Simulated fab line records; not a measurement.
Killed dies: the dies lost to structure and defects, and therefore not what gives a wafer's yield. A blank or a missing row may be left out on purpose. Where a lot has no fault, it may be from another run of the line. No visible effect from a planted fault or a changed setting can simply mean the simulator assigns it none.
Chamber matching :: flow sky130 :: pecvd-02 running SKY_CONTACT_CVD_00: 3 sister chambers
The step deposits Si3N4, target thk 75 nm. 6 wafers are shown with their chamber, then 8 later ones without.

## EACH WAFER AND ITS CHAMBER
wafer: L547.6
chamber: 2
heater-power-w (W): 580
rf-fwd-power-W (W): 446.3

wafer: L550.4
chamber: 1
heater-power-w (W): 588
rf-fwd-power-W (W): 444.7

wafer: L550.6
chamber: 0
heater-power-w (W): 691
rf-fwd-power-W (W): 443.7

wafer: L551.4
chamber: 0
heater-power-w (W): 632
rf-fwd-power-W (W): 441.6

wafer: L551.6
chamber: 1
heater-power-w (W): 650
rf-fwd-power-W (W): 447.2

wafer: L561.4
chamber: 2
heater-power-w (W): 571
rf-fwd-power-W (W): 444.3

## WAFERS WHOSE CHAMBER IS MISSING
wafer: L561.5
heater-power-w (W): 618
rf-fwd-power-W (W): 446.0

wafer: L561.6
heater-power-w (W): 749
rf-fwd-power-W (W): 443.0

wafer: L563.4
heater-power-w (W): 597
rf-fwd-power-W (W): 442.8

wafer: L563.5
heater-power-w (W): 708
rf-fwd-power-W (W): 445.1

wafer: L563.6
heater-power-w (W): 650
rf-fwd-power-W (W): 444.1

wafer: L564.1
heater-power-w (W): 530
rf-fwd-power-W (W): 445.0

wafer: L564.4
heater-power-w (W): 551
rf-fwd-power-W (W): 442.2

wafer: L564.5
heater-power-w (W): 614
rf-fwd-power-W (W): 448.1

## THE CHAMBER EACH PASSED THROUGH
wafer: L561.5
from the rows above: can't be placed: 1 or 2
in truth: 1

wafer: L561.6
from the rows above: can't be placed: 0 or 1
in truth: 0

wafer: L563.4
from the rows above: can't be placed: 2 or 0 or 1
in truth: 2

wafer: L563.5
from the rows above: can't be placed: 0 or 1 or 2
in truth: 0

wafer: L563.6
from the rows above: can't be placed: 0 or 1 or 2
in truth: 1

wafer: L564.1
from the rows above: can't be placed: 2 or 1
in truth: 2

wafer: L564.4
from the rows above: can't be placed: 2 or 1 or 0
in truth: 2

wafer: L564.5
from the rows above: can't be placed: 1 or 2
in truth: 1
Placed correctly: 0 of 8. Cannot be placed on the basis of these rows: 8; the candidates contain the true chamber in 8. Wrongly placed: 0.
How it was worked out, from the rows above alone: a wafer's distance from a chamber is the root of the sum, over the readings, of the square of ((its reading less the chamber's mean) divided by the reading's scatter). The wafer belongs to the nearest chamber; if the next one is less than 2 further off, it can't be placed. For every chamber, the mean is computed from those of its wafers that are shown. How the scatter is found: for the shown wafers, subtract from each reading the mean of its chamber, square and add these, divide the total by (wafers less chambers), then take the root.
